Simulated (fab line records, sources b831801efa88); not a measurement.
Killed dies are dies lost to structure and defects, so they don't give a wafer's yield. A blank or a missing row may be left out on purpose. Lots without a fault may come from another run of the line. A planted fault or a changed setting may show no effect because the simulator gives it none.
fab line records | flow sky130
record lots=11 wafers=33 last_day=50
route steps=708 shown DNWELL@43 VT_ADJUST_HVTP@89 SONOS_ONO@171 PAD_OPEN@708
lots that met no fault: from a run of the same line without faults
start_h: hours from the record's first day to the start of the lot's first wafer shown | wait_h: hours since the lot's step before | " the same as in the row above | L1.1+2: a row that stands for several wafers | - no value, or no start given | * or withheld: withheld | < > ~ a bound
route shown NAME@n: a module of which the file shows steps, and the number in the route of the first | usual: mean/standard deviation of fault-free wafers | same: alike in all rows | chamber/n: place in a boat | sites: the reading at each site | _std_site: their standard deviation | _edge_site: outer sites' mean less inner sites' | radius_mm: how far each site lies from the wafer's centre | mask NAME#n: copy n | behind: the tool/chamber that last shaped the wafer | hold: why the lot was held/for how many hours/how that ended | device: the transistor (n, p or np) that didn't switch | end of line: the same wafers' tests at the end of the route | a step without rows: its recipe alone | killed: dies lost to structure and defects at the first sort, not the wafer's yield | map: a wafer's dies, x killed, . not, _ none there
set.NAME: the setting as run; set.NAME@STEP: as run at that earlier step | model.NAME: the simulator's own value behind a step, which no gauge read
steps of the route over a sample of lots; a table a step, a row a wafer
services: from which hour (start_h, from the record's first day; less than 0 if before it) a tool's chamber was out of use, for how many hours, and why
## steps
# step SKY_DNWELL_STRIP_08
# recipe chemistry=O2/N2 power_w=1400 pressure_mtorr=1500 platen_temp_c=withheld o2_flow_sccm=3000 n2_flow_sccm=300 overash_fraction=0.5
# usual drypump_motor_current_A=6.0/0.47 oes_product_au=0.723/0.0045 strip_time_to_endpoint_s=36.93/0.1
# columns lot.wafer tool chamber start_h wait_h drypump_motor_current_A oes_product_au rf_hours_counter_h strip_time_to_endpoint_s
L789.1 plasma_asher-03 0 63.79 0.1 5.2 0.724 36 36.98
L789.3 " 0 " " 5.2 0.722 - 37.06
L789.5 " 1 " " 5.7 0.720 - 37.03
L790.2 plasma_asher-02 0 66.19 0.1 6.3 0.717 40 36.77
L790.4 " 1 " " 6.5 0.722 - 36.78
L790.5 " 1 " " 6.5 0.718 - 36.86
L795.3 plasma_asher-02 1 96.62 0.1 6.5 0.726 - 36.92
L795.5 " 1 " " 6.5 0.719 - 36.92
L795.6 " 0 " " 6.3 0.719 - 36.89
L794.1 plasma_asher-01 1 97.12 0.1 6.1 0.725 43 37.03
L794.4 " 0 " " 5.7 0.718 - 36.93
L794.5 " 1 " " 6.1 0.724 - 37.13
L796.3 plasma_asher-03 1 105.02 0.1 5.7 0.727 - 36.98
L796.4 " 0 " " 5.2 0.722 - 36.94
L796.6 " 1 " " 5.7 0.723 - 36.92
L798.2 plasma_asher-03 1 111.38 0.1 5.7 0.728 41 37.07
L798.3 " 1 " " 5.7 0.727 - 37.05
L798.4 " 0 " " 5.2 0.737 - 36.97
L806.1 plasma_asher-02 0 157.43 0.1 6.3 0.726 49 36.87
L806.5 " 1 " " 6.5 0.717 - 37.05
L806.6 " 0 " " 6.3 0.725 - 36.89
L807.2 plasma_asher-03 0 161.57 0.1 5.2 0.715 46 36.88
L807.5 " 0 " " 5.2 0.725 - 36.87
L807.6 " 1 " " 5.7 0.728 - 36.92
L808.2 plasma_asher-01 0 165.84 0.1 5.7 0.727 4 36.94
L808.3 " 1 " " 6.1 0.728 - 37.01
L808.4 " 0 " " 5.8 0.723 - 36.91
L809.3 plasma_asher-02 0 172.00 0.1 6.2 0.725 - 37.04
L809.4 " 1 " " 6.5 0.722 - 37.08
L809.5 " 0 " " 6.2 0.726 - 37.04
L810.1 plasma_asher-03 0 178.09 0.1 5.2 0.717 48 36.93
L810.3 " 0 " " 5.2 0.723 - 36.91
L810.5 " 1 " " 5.7 0.721 - 36.93
# step SKY_VT_ADJUST_HVTP_EXPOSE_04
# recipe mask_id=HVTPM na=0.6 source_shape=conventional sigma_outer=0.6 polarization=unpolarized target_cd_nm=380 dose_mj=140
# usual focus_offset_nm=0.1/0.53
# same na=0.6
# columns lot.wafer tool chamber start_h wait_h mask focus_offset_nm
L789.1 iline_stepper-02 0 126.54 - HVTPM#0 0.3
L789.3 " 0 " " HVTPM#0 -0.2
L789.5 " 0 " " HVTPM#0 0.2
L790.2 iline_stepper-02 0 129.54 - HVTPM#0 0.5
L790.4 " 0 " " HVTPM#0 -0.2
L790.5 " 0 " " HVTPM#0 0.2
L795.3 iline_stepper-01 0 163.43 - NWM_COMPLEMENT#0 0.2
L795.5 " 0 " " NWM_COMPLEMENT#0 0.5
L795.6 " 0 " " NWM_COMPLEMENT#0 -0.2
L794.1 iline_stepper-01 0 164.32 - HVTPM#0 1.0
L794.4 " 0 " " HVTPM#0 0.2
L794.5 " 0 " " HVTPM#0 0.6
L796.3 iline_stepper-02 0 173.30 - HVTPM#0 -0.3
L796.4 " 0 " " HVTPM#0 -1.4
L796.6 " 0 " " HVTPM#0 0.1
L798.2 iline_stepper-01 0 182.13 - HVTPM#0 0.4
L798.3 " 0 " " HVTPM#0 0.5
L798.4 " 0 " " HVTPM#0 -0.7
L806.1 iline_stepper-01 0 240.89 - HVTPM#0 0.7
L806.5 " 0 " " HVTPM#0 0.2
L806.6 " 0 " " HVTPM#0 1.0
L807.2 iline_stepper-02 0 242.13 - HVTPM#0 1.0
L807.5 " 0 " " HVTPM#0 0.8
L807.6 " 0 " " HVTPM#0 -0.1
L808.2 iline_stepper-02 0 243.85 - HVTPM#0 -0.9
L808.3 " 0 " " HVTPM#0 -0.8
L808.4 " 0 " " HVTPM#0 -0.4
L809.3 iline_stepper-01 0 246.45 - HVTPM#0 -0.3
L809.4 " 0 " " HVTPM#0 -1.1
L809.5 " 0 " " HVTPM#0 -0.5
L810.1 iline_stepper-01 0 264.68 - HVTPM#0 -0.3
L810.3 " 0 " " HVTPM#0 -0.3
L810.5 " 0 " " HVTPM#0 0.0
# step SKY_VT_ADJUST_HVTP_CD_MEAS_07
# recipe target_cd_nm=380
# usual cd_nm=379.7/2.4
# columns lot.wafer tool chamber start_h wait_h cd_nm
L789.1 cd_sem-02 - 135.92 0.1 378.6
L789.3 " - " " 379.6
L789.5 " - " " 378.6
L790.2 cd_sem-01 - 138.49 0.1 376.5
L790.4 " - " " 378.4
L790.5 " - " " 379.7
L795.3 cd_sem-02 - 173.62 0.1 -
L795.5 " - " " -
L795.6 " - " " -
L794.1 cd_sem-01 - 174.17 0.1 384.2
L794.4 " - " " 381.9
L794.5 " - " " 381.7
L796.3 cd_sem-01 - 184.01 0.1 379.8
L796.4 " - " " 380.0
L796.6 " - " " 381.3
L798.2 cd_sem-01 - 193.20 0.2 378.7
L798.3 " - " " 376.4
L798.4 " - " " 378.4
L806.1 cd_sem-01 - 253.54 0.1 381.9
L806.5 " - " " 380.4
L806.6 " - " " 381.9
L807.2 cd_sem-01 - 255.05 0.1 383.1
L807.5 " - " " 382.0
L807.6 " - " " 380.3
L808.2 cd_sem-02 - 256.00 0.1 381.3
L808.3 " - " " 381.6
L808.4 " - " " 378.6
L809.3 cd_sem-01 - 258.74 0.1 376.1
L809.4 " - " " 377.1
L809.5 " - " " 378.5
L810.1 cd_sem-01 - 277.27 0.1 380.7
L810.3 " - " " 383.8
L810.5 " - " " 381.4
# step SKY_VT_ADJUST_HVTP_STRIP_10
# recipe chemistry=O2/N2 power_w=1400 pressure_mtorr=1500 platen_temp_c=withheld o2_flow_sccm=3000 n2_flow_sccm=300 overash_fraction=0.5
# usual drypump_motor_current_A=5.6/0.32 oes_product_au=0.716/0.0045 strip_time_to_endpoint_s=14.19/0.036
# columns lot.wafer tool chamber start_h wait_h drypump_motor_current_A oes_product_au rf_hours_counter_h strip_time_to_endpoint_s
L789.1 plasma_asher-03 1 136.22 0.1 5.7 0.721 43 14.19
L789.3 " 1 " " 5.7 0.722 - 14.15
L789.5 " 1 " " 5.7 0.716 - 14.15
L790.2 plasma_asher-03 0 138.77 0.1 5.2 0.713 44 14.18
L790.4 " 0 " " 5.2 0.720 - 14.18
L790.5 " 1 " " 5.7 0.714 - 14.14
L795.3 plasma_asher-03 0 173.92 0.1 5.2 0.716 - 14.18
L795.5 " 1 " " 5.7 0.712 - 14.22
L795.6 " 0 " " 5.2 0.712 - 14.19
L794.1 plasma_asher-03 0 174.47 0.1 5.2 0.714 47 14.17
L794.4 " 0 " " 5.2 0.714 - 14.18
L794.5 " 0 " " 5.2 0.723 - 14.14
L796.3 plasma_asher-03 1 184.31 0.1 5.7 0.710 - 14.17
L796.4 " 0 " " 5.2 0.713 - 14.16
L796.6 " 0 " " 5.2 0.716 - 14.14
L798.2 plasma_asher-01 0 193.48 0.1 5.7 0.714 7 14.20
L798.3 " 0 " " 5.7 0.711 - 14.22
L798.4 " 1 " " 6.1 0.724 - 14.17
L806.1 plasma_asher-04 1 253.84 0.1 5.7 0.716 42 14.23
L806.5 " 0 " " 5.2 0.717 - 14.25
L806.6 " 1 " " 5.7 0.713 - 14.23
L807.2 plasma_asher-01 1 255.34 0.1 6.1 0.712 13 14.18
L807.5 " 1 " " 6.1 0.721 - 14.21
L807.6 " 0 " " 5.7 0.712 - 14.21
L808.2 plasma_asher-01 1 256.29 0.1 6.1 0.717 13 14.15
L808.3 " 1 " " 6.1 0.718 - 14.18
L808.4 " 0 " " 5.7 0.723 - 14.21
L809.3 plasma_asher-03 0 259.04 0.1 5.2 0.712 - 14.24
L809.4 " 1 " " 5.7 0.709 - 14.22
L809.5 " 0 " " 5.2 0.718 - 14.18
L810.1 plasma_asher-04 0 277.57 0.1 5.2 0.712 45 14.24
L810.3 " 0 " " 5.2 0.706 - 14.24
L810.5 " 0 " " 5.2 0.716 - 14.20
# step SKY_VT_ADJUST_HVTP_TW_MEAS_11
# usual VT_ADJUST_HVTP_TW=1355/14
# columns lot.wafer tool chamber start_h wait_h VT_ADJUST_HVTP_TW
L789.1 film_metro-04 - 136.32 0.1 1332
L789.3 " - " " 1332
L789.5 " - " " 1333
L790.2 film_metro-02 - 138.88 0.1 1369
L790.4 " - " " 1360
L790.5 " - " " 1367
L795.3 film_metro-03 - 174.01 0.1 30
L795.5 " - " " 30
L795.6 " - " " 30
L794.1 film_metro-02 - 174.57 0.1 1368
L794.4 " - " " 1363
L794.5 " - " " 1364
L796.3 film_metro-02 - 184.39 0.1 1359
L796.4 " - " " 1368
L796.6 " - " " 1365
L798.2 film_metro-03 - 193.59 0.1 1362
L798.3 " - " " 1353
L798.4 " - " " 1352
L806.1 film_metro-03 - 253.94 0.1 1365
L806.5 " - " " 1367
L806.6 " - " " 1365
L807.2 film_metro-03 - 255.45 0.1 1359
L807.5 " - " " 1357
L807.6 " - " " 1360
L808.2 film_metro-02 - 256.40 0.1 1359
L808.3 " - " " 1366
L808.4 " - " " 1364
L809.3 film_metro-04 - 259.13 0.1 1340
L809.4 " - " " 1335
L809.5 " - " " 1333
L810.1 film_metro-03 - 277.67 0.1 1367
L810.3 " - " " 1369
L810.5 " - " " 1365
# step SKY_SONOS_ONO_THK_MEAS_03
# recipe reads=Si3N4_of_SONOS_ONO_CVD_02
# usual SONOS_ONO_CVD_02_THK=10.49/0.17
# columns lot.wafer tool chamber start_h wait_h SONOS_ONO_CVD_02_THK[nm]
L789.1 film_metro-03 - 269.18 0.0 10.37
L789.3 " - " " 10.46
L789.5 " - " " 10.49
L790.2 film_metro-02 - 279.70 0.0 10.18
L790.4 " - " " 9.96
L790.5 " - " " 10.03
L795.3 film_metro-03 - 311.08 0.0 10.65
L795.5 " - " " 10.75
L795.6 " - " " 10.63
L794.1 film_metro-03 - 315.72 0.0 10.33
L794.4 " - " " 10.29
L794.5 " - " " 10.30
L796.3 film_metro-03 - 333.76 0.0 10.32
L796.4 " - " " 10.33
L796.6 " - " " 10.30
L798.2 film_metro-03 - 336.58 0.0 10.75
L798.3 " - " " 10.67
L798.4 " - " " 10.65
L806.1 film_metro-01 - 421.02 0.0 10.57
L806.5 " - " " 10.73
L806.6 " - " " 10.73
L807.2 film_metro-02 - 421.03 0.0 10.68
L807.5 " - " " 10.66
L807.6 " - " " 10.69
L808.2 film_metro-03 - 422.54 0.0 10.68
L808.3 " - " " 10.52
L808.4 " - " " 10.71
L809.3 film_metro-01 - 425.85 0.0 10.49
L809.4 " - " " 10.54
L809.5 " - " " 10.42
L810.1 film_metro-01 - 447.48 0.0 10.63
L810.3 " - " " 10.62
L810.5 " - " " 10.66
# step SKY_PAD_OPEN_PROBE_99
# usual killed_at_M0_to_M3=43/6.3 killed_at_M4_up=3.3/1.7 killed_at_contacts=24/5.4 killed_at_front_end=16/4.6 killed_at_other=0.4/0.7 killed_dies=87/9.4 killed_on_rim=17/3.9 killed_open=47/6.9 killed_short=39/6.1
# same gross_dies=492 killed_at_back_side=0
# columns lot.wafer tool chamber start_h wait_h killed_at_M0_to_M3 killed_at_M4_up killed_at_contacts killed_at_front_end killed_at_other killed_dies killed_on_rim killed_open killed_short
L795.3 prober-02 - 1124.05 0.2 50 4 22 416 0 492 96 43 48
L795.5 prober-02 - 1124.15 0.2 46 2 22 422 0 492 96 47 41
L795.6 prober-02 - 1124.20 0.2 56 3 19 414 0 492 96 47 43
L796.3 prober-02 - 1134.71 0.2 53 2 31 14 3 103 13 62 41
L796.4 prober-02 - 1134.76 0.2 46 3 26 14 1 90 22 52 38
L796.6 prober-02 - 1134.86 0.2 51 2 31 11 0 95 17 50 45
L806.1 prober-02 - 1189.33 0.1 38 1 24 15 0 78 18 46 32
L806.5 prober-02 - 1189.53 0.2 29 4 17 12 0 62 15 31 30
L806.6 prober-02 - 1189.58 0.2 30 2 25 15 1 73 15 40 33
# killed by level:class
L795.3 VT_ADJUST_HVTP:area_expose=400 VIA1:geometric_particle:open=11 VIA2:geometric_particle:short=8 CONTACT:geometric_particle:open=7 METAL1:geometric_particle:short=7 VIA1:geometric_particle:short=6 VIA2:geometric_particle:open=6 FIELD_ISO:geometric_particle:open=5
L795.5 VT_ADJUST_HVTP:area_expose=403 VIA1:geometric_particle:open=14 VIA2:geometric_particle:open=9 CONTACT:geometric_particle:open=9 FIELD_ISO:geometric_particle:short=6 CONTACT:geometric_particle:short=6 METAL1:geometric_particle:short=6 SPACER:geometric_particle:short=4
L795.6 VT_ADJUST_HVTP:area_expose=401 VIA1:geometric_particle:open=13 VIA2:geometric_particle:open=11 CONTACT:geometric_particle:short=6 VIA3:geometric_particle:open=6 VIA3:geometric_particle:short=6 LOCAL_INTERCONNECT:geometric_particle:short=5 FIELD_ISO:geometric_particle:short=4
L796.3 VIA2:geometric_particle:open=12 VIA1:geometric_particle:open=12 CONTACT:geometric_particle:open=11 METAL1:geometric_particle:short=8 VIA3:geometric_particle:open=8 LOCAL_INTERCONNECT:geometric_particle:short=7 CONTACT:geometric_particle:short=5 FIELD_ISO:geometric_particle:open=4
L796.4 VIA1:geometric_particle:open=11 LI_CONTACT:geometric_particle:open=10 VIA2:geometric_particle:open=7 VIA3:geometric_particle:open=7 CONTACT:geometric_particle:open=6 CONTACT:geometric_particle:short=5 METAL2:geometric_particle:short=5 VIA1:geometric_particle:short=4
L796.6 CONTACT:geometric_particle:open=13 VIA1:geometric_particle:open=11 CONTACT:geometric_particle:short=10 VIA2:geometric_particle:short=8 VIA2:geometric_particle:open=8 VIA3:geometric_particle:open=6 LOCAL_INTERCONNECT:geometric_particle:short=5 METAL2:geometric_particle:short=5
L806.1 CONTACT:geometric_particle:open=12 VIA2:geometric_particle:open=7 FIELD_ISO:geometric_particle:short=6 VIA3:geometric_particle:open=6 LI_CONTACT:geometric_particle:open=6 METAL1:geometric_particle:short=5 VIA1:geometric_particle:open=5 LOCAL_INTERCONNECT:geometric_particle:short=4
L806.5 CONTACT:geometric_particle:open=6 METAL2:geometric_particle:short=6 VIA1:geometric_particle:open=5 VIA3:geometric_particle:open=5 FIELD_ISO:geometric_particle:open=4 LI_CONTACT:geometric_particle:short=4 CONTACT:geometric_particle:short=4 VIA2:geometric_particle:open=4
L806.6 VIA2:geometric_particle:open=9 LI_CONTACT:geometric_particle:open=7 CONTACT:geometric_particle:open=7 LOCAL_INTERCONNECT:geometric_particle:short=4 POLY_GATE:geometric_particle:open=4 FIELD_ISO:geometric_particle:short=3 POLY_GATE:geometric_particle:short=3 CONTACT:geometric_particle:short=3
## services
# columns tool chamber start_h hours kind
plasma_asher-04 - 41.82 15.6 pm
iline_stepper-01 - 98.47 3.9 repair
plasma_asher-01 - 108.75 9.0 pm
plasma_asher-01 0 108.75 9.0 vent_cycle
plasma_asher-01 1 108.75 9.0 vent_cycle
iline_stepper-01 - 111.00 1.7 pm
plasma_asher-04 - 111.77 4.8 repair
iline_stepper-01 - 113.23 4.2 repair
plasma_asher-01 0 117.75 - clean
plasma_asher-01 1 117.75 - clean
iline_stepper-02 - 142.00 1.7 pm
iline_stepper-01 0 180.13 - calibration
iline_stepper-01 - 188.59 4.4 repair
iline_stepper-02 0 201.23 - calibration
## key
first_sign step=SKY_VT_ADJUST_HVTP_EXPOSE_04 reading=mask direction=changed
effect step=SKY_VT_ADJUST_HVTP_CD_MEAS_07 reading=cd_nm direction=missing
effect step=SKY_VT_ADJUST_HVTP_TW_MEAS_11 reading=VT_ADJUST_HVTP_TW direction=down sigmas=92 usual=1355 struck=30
effect step=SKY_PAD_OPEN_PROBE_99 reading=killed_at_front_end direction=up sigmas=88 usual=16 struck=417
more_kills_born_at SKY_VT_ADJUST_HVTP_EXPOSE_04@iline_stepper-01=1204
met_at SKY_VT_ADJUST_HVTP_EXPOSE_04
struck_lots L795
tester_left_out L795
not_acting_at SKY_DNWELL_STRIP_08,SKY_VT_ADJUST_HVTP_STRIP_10,SKY_SONOS_ONO_THK_MEAS_03
fault kind=wrong_mask tool=any chamber=- onset_h=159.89 steps=SKY_VT_ADJUST_HVTP_EXPOSE_04 aux_copy=NWM_COMPLEMENT#0 scope=struck_lots_only
# tester_left_out: of these lots the tester's yield and bins aren't shown, on N5 and GAA mostly nor the transistor test; their killed dies are dies lost to structure and defects alone, not to doping, threshold or leakage, so they don't give the yield
